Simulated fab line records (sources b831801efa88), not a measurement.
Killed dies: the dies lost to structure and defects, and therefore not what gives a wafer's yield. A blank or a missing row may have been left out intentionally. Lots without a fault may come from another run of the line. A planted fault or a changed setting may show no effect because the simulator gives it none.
Matching of chambers	flow gf180mcu	GF_V3_CVD_00 on hdpcvd-02 has 3 sister chambers
The step deposits SiO2, target thk 600 nm, time 100 s. 3 wafers are shown with their chamber, then 8 later ones without.

## WAFERS PAIRED WITH THEIR CHAMBERS
wafer	chamber	run_length_s (s)
L571.3	0	128.0
L572.6	1	127.5
L574.2	2	128.8

## WAFERS WITH NO CHAMBER GIVEN
wafer	run_length_s (s)
L574.3	128.5
L574.4	127.5
L575.1	127.6
L575.3	128.5
L575.5	128.6
L586.3	128.5
L586.5	127.5
L586.6	128.0

## WHICH CHAMBER EACH ONE RAN IN
wafer	from the rows above	in truth
L574.3	can't be placed: 2 or 0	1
L574.4	1	1
L575.1	can't be placed: 1 or 0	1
L575.3	can't be placed: 2 or 0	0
L575.5	can't be placed: 2 or 0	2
L586.3	can't be placed: 2 or 0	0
L586.5	1	1
L586.6	0	0
3 of 8 placed correctly. Unplaceable from these rows: 5, with the true chamber sitting among the candidates in 4. Placed wrongly: 0.
How it was worked out, from the rows above alone: a wafer's distance from a chamber is the root of the sum, over the readings, of the square of ((its reading less the chamber's mean) divided by the reading's scatter). The wafer belongs to the nearest chamber; if the next one is less than 2 further off, it can't be placed. For every chamber, the mean is computed from those of its wafers that are shown. The scatter (one wafer shown for each chamber): square how far every hidden wafer sits from the nearest shown wafer, average those squares and take the square root.
